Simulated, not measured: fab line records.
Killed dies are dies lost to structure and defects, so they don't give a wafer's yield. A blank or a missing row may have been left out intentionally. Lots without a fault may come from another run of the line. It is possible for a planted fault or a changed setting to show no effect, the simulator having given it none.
fab line records	flow sky130	part 1 of 2: steps 1 to 24 of 38
[record] lots = 5	wafers = 15	last_day = 50
route steps=708 shown FIELD_ISO@8 NWELL@32 DNWELL@35 PWDE@45
lots that met no fault: taken from a fault-free run of the same line
start_h: hours from the record's first day to the start of the lot's first wafer shown	wait_h: hours elapsed since this lot's preceding step	" the same as in the row above	L1.1+2: one row covering several wafers at once	- no value, or no start was given	* or withheld: withheld	< > ~ a bound
route shown NAME@n: names a module that has steps shown in the file, with the first one's number in the route	usual: the fault-free wafers' mean and standard deviation	same: alike in all rows	chamber/n: place in a boat	sites: the reading at each site	_std_site: how widely they spread, as a standard deviation	_edge_site: the outer-site mean with the inner-site mean subtracted	radius_mm: for every site, how far away it sits from the centre of the wafer	mask NAME#n: copy n	behind: the most recent tool/chamber to have shaped the wafer	hold: why the lot went on hold/how many hours it stayed there/how the hold came to an end	device: whichever transistor did not switch (one of n, p or np)	end of line: tests run on the same wafers once the route is complete	a step without rows: its recipe alone	killed: dies that structure and defects cost at the first sort, which is not the same as the wafer's yield	map: shows each die of a wafer: x if killed, . if not, _ if none is there
set.NAME: setting as actually run; set.NAME@STEP: the setting as run at that earlier step	model.NAME: the simulator's own value behind a step, which no gauge read
a table for each step, a row for each wafer; lots at some steps of the route
services: when a tool's chamber went out of use (start_h, in hours from the record's first day, below 0 if earlier), for how many hours, and the reason
[[steps]]
[step SKY_FIELD_ISO_COAT_07]
[recipe] resist = BARC	temp_c = withheld	time_s = withheld	spin_rpm = 3000	resist_thk_nm = 60
lot.wafer	tool	chamber	start_h	wait_h
L075.3+4+5	litho_track-04	0	26.56	0.1
L077.1+2+3	litho_track-03	0	37.76	0.1
L083.1+5+6	litho_track-04	0	65.91	0.1
L095.1+4+6	litho_track-03	0	127.71	0.1
L096.3+5+6	litho_track-03	0	132.26	0.1
[step SKY_FIELD_ISO_COAT_08]
[recipe] resist = KrF-thick	spin_rpm = 3000	resist_thk_nm = 450
lot.wafer	tool	chamber	start_h	wait_h
L075.3+4+5	litho_track-04	0	-	-
L077.1+2+3	litho_track-03	0	-	-
L083.1+5+6	litho_track-04	0	-	-
L095.1+4+6	litho_track-03	0	-	-
L096.3+5+6	litho_track-03	0	-	-
[step SKY_FIELD_ISO_SOFTBAKE_09]
[recipe] temp_c = 100	time_s = 90	resist = KrF-thick
lot.wafer	tool	chamber	start_h	wait_h
L075.3+4+5	litho_track-04	0	-	-
L077.1+2+3	litho_track-03	0	-	-
L083.1+5+6	litho_track-04	0	-	-
L095.1+4+6	litho_track-03	0	-	-
L096.3+5+6	litho_track-03	0	-	-
[step SKY_FIELD_ISO_EXPOSE_10]
[recipe] mask_id = FOM	na = 0.68	source_shape = annular	sigma_inner = 0.4	sigma_outer = 0.8	target_cd_nm = 150	dose_mj = 28
[usual] reticle_temp_C = 23.02/0.11
lot.wafer	tool	chamber	start_h	wait_h	mask	reticle_temp_C
L075.3	krf_scanner-01	0	-	-	FOM#0	23.19
L075.4	"	0	"	"	FOM#0	22.98
L075.5	"	0	"	"	FOM#0	22.92
L077.1	krf_scanner-01	0	-	-	FOM#0	23.19
L077.2	"	0	"	"	FOM#0	23.09
L077.3	"	0	"	"	FOM#0	22.94
L083.1	krf_scanner-01	0	-	-	FOM#0	22.95
L083.5	"	0	"	"	FOM#0	23.02
L083.6	"	0	"	"	FOM#0	22.79
L095.1	krf_scanner-01	0	-	-	FOM#0	23.01
L095.4	"	0	"	"	FOM#0	23.08
L095.6	"	0	"	"	FOM#0	23.06
L096.3	krf_scanner-01	0	-	-	FOM#0	23.11
L096.5	"	0	"	"	FOM#0	23.11
L096.6	"	0	"	"	FOM#0	23.02
[step SKY_FIELD_ISO_PEB_11]
[recipe] peb_temp_c = withheld	peb_time_s = withheld	resist = KrF-thick
lot.wafer	tool	chamber	start_h	wait_h
L075.3+4+5	litho_track-02	0	-	-
L077.1+2+3	litho_track-04	0	-	-
L083.1+5+6	litho_track-04	0	-	-
L095.1+4+6	litho_track-02	0	-	-
L096.3+5+6	litho_track-04	0	-	-
[step SKY_FIELD_ISO_DEVELOP_12]
[recipe] develop_time_s = 60	resist = KrF-thick	dev_temp_c = 21
lot.wafer	tool	chamber	start_h	wait_h
L075.3+4+5	litho_track-02	0	-	-
L077.1+2+3	litho_track-04	0	-	-
L083.1+5+6	litho_track-04	0	-	-
L095.1+4+6	litho_track-02	0	-	-
L096.3+5+6	litho_track-04	0	-	-
[step SKY_FIELD_ISO_CD_MEAS_13]
[recipe] target_cd_nm = 150
[usual] cd_nm = 149.7/1.4
lot.wafer	tool	chamber	start_h	wait_h	cd_nm
L075.3	cd_sem-01	-	34.62	-	148.1
L075.4	"	-	"	"	148.9
L075.5	"	-	"	"	148.0
L077.1	cd_sem-01	-	45.81	-	149.6
L077.2	"	-	"	"	150.2
L077.3	"	-	"	"	149.4
L083.1	cd_sem-02	-	74.51	-	148.0
L083.5	"	-	"	"	147.6
L083.6	"	-	"	"	149.5
L095.1	cd_sem-01	-	137.38	-	149.0
L095.4	"	-	"	"	148.9
L095.6	"	-	"	"	147.8
L096.3	cd_sem-01	-	141.90	-	147.4
L096.5	"	-	"	"	147.2
L096.6	"	-	"	"	149.0
[step SKY_FIELD_ISO_ETCH_14]
[recipe] chemistry = N2/H2	target = BARC	ion_energy_ev = 200	source_w = 500	bias_w = 100	pressure_mtorr = 30	n2_flow_sccm = 100	h2_flow_sccm = 200	stop_on = SiO2	time_s = 45.9	target_depth_a = 600
[usual] drypump_motor_current_A = 5.8/0.44	oes_product_au = 0.854/0.0048	rf_fwd_power_W = 494.9/1.9	throttle_valve_pct = 13.224/0.0088
lot.wafer	tool	chamber	start_h	wait_h	drypump_motor_current_A	oes_product_au	rf_fwd_power_W	rf_hours_counter_h	throttle_valve_pct
L075.3	rie_diel-02	3	34.70	0.1	6.6	0.856	496.2	10	13.226
L075.4	"	1	"	"	5.7	0.864	496.1	117	13.233
L075.5	"	0	"	"	5.4	0.858	493.6	-	13.222
L077.1	rie_diel-04	3	45.93	0.1	6.1	0.854	494.1	102	13.231
L077.2	"	1	"	"	6.0	0.859	499.9	62	13.234
L077.3	"	2	"	"	5.6	0.857	494.6	5	13.229
L083.1	rie_diel-04	2	74.63	0.1	5.7	0.860	492.0	5	13.218
L083.5	"	2	"	"	5.7	0.859	495.6	-	13.222
L083.6	"	3	"	"	6.1	0.866	497.3	-	13.218
L095.1	rie_diel-01	3	137.50	0.1	5.6	0.852	496.4	4	13.222
L095.4	"	1	"	"	6.4	0.868	494.7	31	13.219
L095.6	"	3	"	"	5.6	0.858	492.7	-	13.224
L096.3	rie_diel-02	3	141.98	0.1	6.6	0.854	495.8	12	13.219
L096.5	"	3	"	"	6.6	0.855	491.7	-	13.219
L096.6	"	2	"	"	5.8	0.853	497.7	-	13.215
[step SKY_FIELD_ISO_ETCH_15]
[recipe] chemistry = CHF3/O2	target_depth_nm = 180	stop_on = Si	source_w = 600	bias_w = 200	pressure_mtorr = 40	chf3_flow_sccm = 50	O2_flow_sccm = 5	time_s = 72
[usual] drypump_motor_current_A = 5.8/0.44	oes_product_au = 0.945/0.0066	rf_fwd_power_W = 595.4/1.9	throttle_valve_pct = 8.844/0.0096
lot.wafer	tool	chamber	start_h	wait_h	drypump_motor_current_A	oes_product_au	rf_fwd_power_W	rf_hours_counter_h	throttle_valve_pct
L075.3	rie_diel-02	3	34.74	0.0	6.6	0.939	597.2	10	8.847
L075.4	"	1	"	"	5.8	0.942	593.9	117	8.835
L075.5	"	0	"	"	5.3	0.938	596.9	-	8.837
L077.1	rie_diel-04	3	45.97	0.0	6.1	0.950	594.9	102	8.838
L077.2	"	1	"	"	6.0	0.939	600.4	62	8.842
L077.3	"	2	"	"	5.7	0.939	594.3	5	8.848
L083.1	rie_diel-04	2	74.67	0.0	5.7	0.944	598.6	5	8.852
L083.5	"	2	"	"	5.7	0.946	598.3	-	8.851
L083.6	"	3	"	"	6.1	0.944	596.8	-	8.851
L095.1	rie_diel-01	3	137.54	0.0	5.6	0.941	595.6	4	8.827
L095.4	"	1	"	"	6.4	0.938	592.6	31	8.823
L095.6	"	3	"	"	5.5	0.928	595.8	-	8.848
L096.3	rie_diel-02	3	142.02	0.0	6.6	0.946	596.9	12	8.828
L096.5	"	3	"	"	6.6	0.940	595.7	-	8.865
L096.6	"	2	"	"	5.8	0.943	594.0	-	8.839
[step SKY_FIELD_ISO_STRIP_16]
[recipe] chemistry = O2/N2	power_w = 1400	pressure_mtorr = 1500	platen_temp_c = withheld	o2_flow_sccm = 3000	n2_flow_sccm = 300	overash_fraction = 0.5
[usual] drypump_motor_current_A = 5.8/0.39	oes_product_au = 0.378/0.005	strip_time_to_endpoint_s = 3.56/0.035
lot.wafer	tool	chamber	start_h	wait_h	drypump_motor_current_A	oes_product_au	rf_hours_counter_h	strip_time_to_endpoint_s
L075.3	plasma_asher-04	0	34.83	0.1	6.1	0.380	-	3.55
L075.4	"	1	"	"	5.4	0.380	-	3.54
L075.5	"	0	"	"	6.0	0.373	-	3.56
L077.1	plasma_asher-04	0	46.03	0.0	6.0	0.377	36	3.54
L077.2	"	1	"	"	5.3	0.385	36	3.57
L077.3	"	0	"	"	6.0	0.371	-	3.56
L083.1	plasma_asher-04	0	74.73	0.0	6.0	0.379	38	3.53
L083.5	"	0	"	"	6.1	0.380	-	3.54
L083.6	"	1	"	"	5.3	0.372	-	3.55
L095.1	plasma_asher-01	1	137.59	0.0	6.2	0.384	2	3.62
L095.4	"	0	"	"	5.5	0.376	-	3.59
L095.6	"	0	"	"	5.5	0.383	-	3.62
L096.3	plasma_asher-03	1	142.11	0.1	6.1	0.385	-	3.56
L096.5	"	0	"	"	6.5	0.374	-	3.55
L096.6	"	1	"	"	6.0	0.372	-	3.51
[step SKY_FIELD_ISO_ETCH_17]
[recipe] target_depth_a = 3420	mask_material = Si3N4	chemistry = HBr/Cl2/O2	target = Si	taper_deg = 5	icp_w = 600	bias_w = 151.5	pressure_mtorr = 15	HBr_flow_sccm = 150	Cl2_flow_sccm = 40	O2_flow_sccm = 6	time_s = 97.7
[usual] drypump_motor_current_A = 5.8/0.44	oes_product_au = 0.999/0.01	rf_fwd_power_W = 596.6/2	throttle_valve_pct = 25.657/0.012
lot.wafer	tool	chamber	start_h	wait_h	drypump_motor_current_A	oes_product_au	rf_fwd_power_W	rf_hours_counter_h	throttle_valve_pct
L075.3	rie_si-02	0	34.90	0.0	6.1	0.997	600.5	21	25.660
L075.4	"	2	"	"	6.0	1.013	597.8	55	25.660
L075.5	"	0	"	"	6.0	0.989	598.1	-	25.664
L077.1	rie_si-02	3	46.13	0.1	5.5	1.004	598.4	76	25.661
L077.2	"	0	"	"	6.0	0.992	598.4	21	25.649
L077.3	"	2	"	"	6.0	1.022	596.1	55	25.642
L083.1	rie_si-01	2	74.83	0.1	5.9	1.005	598.6	12	25.639
L083.5	"	2	"	"	5.9	1.010	599.1	-	25.642
L083.6	"	1	"	"	5.6	0.980	596.9	-	25.656
L095.1	rie_si-02	3	137.69	0.1	5.5	1.011	595.1	77	25.669
L095.4	"	1	"	"	6.0	0.994	593.8	134	25.656
L095.6	"	2	"	"	6.0	0.998	595.5	-	25.656
L096.3	rie_si-02	0	142.18	0.0	6.1	1.005	596.4	21	25.662
L096.5	"	1	"	"	6.1	0.995	595.1	-	25.681
L096.6	"	2	"	"	6.0	0.996	597.3	-	25.647
[step SKY_FIELD_ISO_WET_ETCH_18]
[recipe] chemistry = H3PO4	target_depth_nm = 25	temp_c = 160	target = Si3N4	time_s = 286
[usual] temp_c = 160.01/0.15
lot.wafer	tool	chamber	start_h	wait_h	temp_c
L075.3	wet_bench-02	3	34.97	0.0	159.80
L075.4	"	3	"	"	159.80
L075.5	"	3	"	"	160.10
L077.1	wet_bench-01	0	46.20	0.0	159.82
L077.2	"	0	"	"	159.86
L077.3	"	0	"	"	159.89
L083.1	wet_bench-02	2	74.90	0.0	160.13
L083.5	"	2	"	"	160.02
L083.6	"	2	"	"	160.16
L095.1	wet_bench-02	2	137.77	0.0	160.15
L095.4	"	2	"	"	159.91
L095.6	"	2	"	"	160.21
L096.3	wet_bench-04	3	142.25	0.0	160.03
L096.5	"	3	"	"	159.96
L096.6	"	3	"	"	159.89
[step SKY_FIELD_ISO_CLEAN_19]
[recipe] chemistry = SC1/SC2	mix = 1:4:20	temp_c = 70	time_s = 150
[usual] temp_c = 70.01/0.14
lot.wafer	tool	chamber	start_h	wait_h	temp_c
L075.3	wet_bench-04	2	35.05	0.0	70.15
L075.4	"	2	"	"	70.06
L075.5	"	2	"	"	70.10
L077.1	wet_bench-04	3	46.29	0.0	69.75
L077.2	"	3	"	"	69.81
L077.3	"	3	"	"	70.00
L083.1	wet_bench-04	0	74.99	0.0	69.91
L083.5	"	0	"	"	69.85
L083.6	"	0	"	"	69.68
L095.1	wet_bench-01	1	137.85	0.0	70.06
L095.4	"	1	"	"	70.11
L095.6	"	1	"	"	70.11
L096.3	wet_bench-01	3	142.34	0.0	69.94
L096.5	"	3	"	"	69.95
L096.6	"	3	"	"	69.99
[step SKY_FIELD_ISO_CLEAN_20]
[recipe] chemistry = dHF	time_s = 20	dilution = 100:1
lot.wafer	tool	chamber	start_h	wait_h
L075.3+4+5	wet_bench-01	0	35.10	0.0
L077.1+2+3	wet_bench-01	1	46.34	0.0
L083.1+5+6	wet_bench-01	3	75.04	0.0
L095.1+4+6	wet_bench-04	0	137.90	0.0
L096.3+5+6	wet_bench-02	3	142.39	0.0
[step SKY_FIELD_ISO_WET_ETCH_21]
[recipe] chemistry = dHF	dilution = 100:1	target_depth_nm = 20	dry = ipa_marangoni	target = SiO2	temp_c = 25	time_s = 400
[usual] temp_c = 25.02/0.1
lot.wafer	tool	chamber	start_h	wait_h	temp_c
L075.3	wet_bench-02	0	35.12	0.0	24.75
L075.4	"	0	"	"	25.03
L075.5	"	0	"	"	24.89
L077.1	wet_bench-04	2	46.36	0.0	24.88
L077.2	"	2	"	"	24.97
L077.3	"	2	"	"	24.95
L083.1	wet_bench-02	0	75.05	0.0	25.04
L083.5	"	0	"	"	24.97
L083.6	"	0	"	"	24.98
L095.1	wet_bench-02	1	137.92	0.0	24.92
L095.4	"	1	"	"	24.95
L095.6	"	1	"	"	25.03
L096.3	wet_bench-04	1	142.41	0.0	25.05
L096.5	"	1	"	"	25.11
L096.6	"	1	"	"	25.17
[step SKY_FIELD_ISO_OXIDATION_22]
[recipe] temp_c = 950	ambient = O2	stabilise_s = 600	purge_s = 300	target_thk_a = 100	ox_time_s = 614.3
[usual] spike_tc_bottom_C = 970/3.5	spike_tc_upper_C = 950.5/1.1
lot.wafer	tool	chamber	start_h	wait_h	spike_tc_bottom_C	spike_tc_upper_C
L075.3	furnace-02	0	38.88	3.6	972	950.9
L075.4	"	0	"	"	973	949.5
L075.5	"	0	"	"	973	950.0
L077.1	furnace-02	0	50.00	3.5	972	949.6
L077.2	"	0	"	"	974	951.5
L077.3	"	0	"	"	973	948.3
L083.1	furnace-02	0	77.81	2.6	971	952.7
L083.5	"	0	"	"	972	950.4
L083.6	"	0	"	"	972	950.8
L095.1	furnace-02	0	139.55	1.5	971	950.6
L095.4	"	0	"	"	971	951.4
L095.6	"	0	"	"	971	950.7
L096.3	furnace-01	0	143.23	0.7	966	950.6
L096.5	"	0	"	"	965	949.4
L096.6	"	0	"	"	966	950.7
[step SKY_FIELD_ISO_THK_MEAS_23]
[recipe] reads = SiO2_of_FIELD_ISO_OXIDATION_22
[usual] FIELD_ISO_OXIDATION_01_THK = 10.01/0.15
lot.wafer	tool	chamber	start_h	wait_h	FIELD_ISO_OXIDATION_01_THK[nm]
L075.3	film_metro-02	-	40.08	0.0	9.94
L075.4	"	-	"	"	9.76
L075.5	"	-	"	"	9.70
L077.1	film_metro-01	-	51.17	0.0	9.85
L077.2	"	-	"	"	9.89
L077.3	"	-	"	"	9.93
L083.1	film_metro-02	-	79.05	0.1	10.08
L083.5	"	-	"	"	10.00
L083.6	"	-	"	"	10.03
L095.1	film_metro-01	-	140.73	0.0	10.10
L095.4	"	-	"	"	10.04
L095.6	"	-	"	"	10.13
L096.3	film_metro-02	-	144.42	0.0	9.94
L096.5	"	-	"	"	9.89
L096.6	"	-	"	"	9.96
[step SKY_FIELD_ISO_CVD_24]
[recipe] material = SiO2	target_thk_nm = 595	temp_c = 650	sigma_open_frac = 0.3	time_s = 99.2	sih4_flow_sccm = 60	pressure_mtorr = 6
[usual] sih4_flow_sccm = 60.05/0.19
lot.wafer	tool	chamber	start_h	wait_h	sih4_flow_sccm
L075.3	hdpcvd-01	1	40.12	0.0	60.27
L075.4	"	2	"	"	60.24
L075.5	"	1	"	"	60.09
L077.1	hdpcvd-01	0	51.23	0.1	60.04
L077.2	"	1	"	"	59.96
L077.3	"	2	"	"	59.78
L083.1	hdpcvd-01	1	79.12	0.1	60.06
L083.5	"	1	"	"	60.21
L083.6	"	2	"	"	60.27
L095.1	hdpcvd-02	0	140.79	0.1	60.01
L095.4	"	2	"	"	59.93
L095.6	"	0	"	"	59.97
L096.3	hdpcvd-02	2	144.46	0.0	60.17
L096.5	"	1	"	"	60.00
L096.6	"	2	"	"	60.13
[step SKY_FIELD_ISO_THK_MEAS_25]
[recipe] reads = SiO2_of_FIELD_ISO_CVD_24
[usual] FIELD_ISO_CVD_24_THK = 595/7.6
lot.wafer	tool	chamber	start_h	wait_h	FIELD_ISO_CVD_24_THK[nm]
L075.3	film_metro-01	-	40.21	0.1	587
L075.4	"	-	"	"	602
L075.5	"	-	"	"	590
L077.1	film_metro-02	-	51.31	0.0	594
L077.2	"	-	"	"	592
L077.3	"	-	"	"	611
L083.1	film_metro-02	-	79.19	0.0	597
L083.5	"	-	"	"	589
L083.6	"	-	"	"	603
L095.1	film_metro-02	-	140.86	0.0	593
L095.4	"	-	"	"	602
L095.6	"	-	"	"	591
L096.3	film_metro-01	-	144.55	0.1	597
L096.5	"	-	"	"	599
L096.6	"	-	"	"	604
[step SKY_FIELD_ISO_ANNEAL_26]
[recipe] temp_c = 1000	time_s = 1800	ambient = N2
[usual] spike_tc_bottom_C = 1019/3.4	spike_tc_upper_C = 1000.6/1.1
lot.wafer	tool	chamber	start_h	wait_h	spike_tc_bottom_C	spike_tc_upper_C
L075.3	furnace-02	0	48.50	8.3	1022	1000.6
L075.4	"	0	"	"	1023	1000.2
L075.5	"	0	"	"	1020	1000.1
L077.1	furnace-02	0	58.21	6.9	1021	1000.4
L077.2	"	0	"	"	1023	1000.4
L077.3	"	0	"	"	1023	998.8
L083.1	furnace-02	0	80.50	1.3	1024	1000.5
L083.5	"	0	"	"	1023	1000.7
L083.6	"	0	"	"	1023	1000.1
L095.1	furnace-02	0	142.24	1.4	1023	1000.5
L095.4	"	0	"	"	1022	1001.6
L095.6	"	0	"	"	1020	1000.8
L096.3	furnace-01	0	144.59	0.0	1014	999.3
L096.5	"	0	"	"	1014	1001.8
L096.6	"	0	"	"	1016	1002.7
[step SKY_FIELD_ISO_CMP_27]
[recipe] stop_on = Si3N4	t_overpolish_s = 16	down_force_psi = 4	platen_rpm = 60	target_thk_nm = 457.8	pad_velocity_m_s = 0.94248
[usual] motor_current_A = 12.0/1	overpolish_run_s = 16.001/0.0088	time_to_endpoint_s = 112/5.1
lot.wafer	tool	chamber	start_h	wait_h	motor_current_A	overpolish_run_s	time_to_endpoint_s
L075.4	cmp-01	1	50.00	0.0	13.1	16.015	106
L075.3	"	3	"	"	13.4	16.002	112
L075.5	"	2	"	"	11.0	15.994	112
L077.3	cmp-02	3	59.71	0.0	12.6	16.021	106
L077.2	"	0	"	"	10.5	16.007	104
L077.1	"	1	"	"	11.3	16.004	116
L083.1	cmp-02	1	83.29	1.3	11.9	15.992	118
L083.6	"	3	"	"	12.0	15.993	109
L083.5	"	0	"	"	10.7	15.996	110
L095.1	cmp-01	1	143.79	0.1	13.9	16.001	108
L095.4	"	3	"	"	12.7	16.017	116
L095.6	"	1	"	"	13.6	15.996	104
L096.3	cmp-01	0	146.19	0.1	11.6	16.004	111
L096.5	"	2	"	"	10.5	15.985	115
L096.6	"	3	"	"	13.6	15.983	114
[step SKY_FIELD_ISO_WET_ETCH_28]
[recipe] chemistry = dHF	target_depth_nm = 23.7	target = SiO2	dilution = 10:1	temp_c = 25	time_s = 47
[usual] temp_c = 24.99/0.12
lot.wafer	tool	chamber	start_h	wait_h	temp_c
L075.3	wet_bench-02	0	50.30	0.1	24.97
L075.4	"	0	"	"	24.91
L075.5	"	0	"	"	24.86
L077.1	wet_bench-04	1	60.01	0.1	25.02
L077.2	"	1	"	"	25.10
L077.3	"	1	"	"	25.00
L083.1	wet_bench-04	3	83.49	0.1	24.86
L083.5	"	3	"	"	25.01
L083.6	"	3	"	"	24.90
L095.1	wet_bench-02	2	144.06	0.2	25.05
L095.4	"	2	"	"	25.04
L095.6	"	2	"	"	24.99
L096.3	wet_bench-02	0	146.39	0.1	24.89
L096.5	"	0	"	"	24.92
L096.6	"	0	"	"	24.83
[step SKY_FIELD_ISO_WET_ETCH_29]
[recipe] chemistry = H3PO4	target_depth_nm = 160	target = Si3N4	temp_c = 160	time_s = 1825
[usual] temp_c = 159.96/0.16
lot.wafer	tool	chamber	start_h	wait_h	temp_c
L075.3	wet_bench-01	0	50.32	0.0	160.08
L075.4	"	0	"	"	160.14
L075.5	"	0	"	"	160.19
L077.1	wet_bench-01	2	60.03	0.0	160.07
L077.2	"	2	"	"	159.77
L077.3	"	2	"	"	159.85
L083.1	wet_bench-02	3	83.51	0.0	160.38
L083.5	"	3	"	"	160.13
L083.6	"	3	"	"	160.08
L095.1	wet_bench-04	3	144.09	0.0	159.93
L095.4	"	3	"	"	159.91
L095.6	"	3	"	"	159.79
L096.3	wet_bench-04	3	146.42	0.0	160.09
L096.5	"	3	"	"	159.94
L096.6	"	3	"	"	160.03
[step SKY_FIELD_ISO_WET_ETCH_30]
[recipe] chemistry = dHF	target_depth_nm = 25	target = SiO2	dilution = 10:1	temp_c = 25	time_s = 50
[usual] temp_c = 24.98/0.11
lot.wafer	tool	chamber	start_h	wait_h	temp_c
L075.3	wet_bench-04	0	50.84	0.0	25.01
L075.4	"	0	"	"	24.83
L075.5	"	0	"	"	24.88
L077.1	wet_bench-04	1	60.55	0.0	24.98
L077.2	"	1	"	"	25.12
L077.3	"	1	"	"	25.03
L083.1	wet_bench-04	1	84.03	0.0	25.00
L083.5	"	1	"	"	25.14
L083.6	"	1	"	"	24.98
L095.1	wet_bench-01	0	144.65	0.0	25.00
L095.4	"	0	"	"	25.01
L095.6	"	0	"	"	24.88
L096.3	wet_bench-01	0	146.98	0.0	24.66
L096.5	"	0	"	"	24.90
L096.6	"	0	"	"	24.85
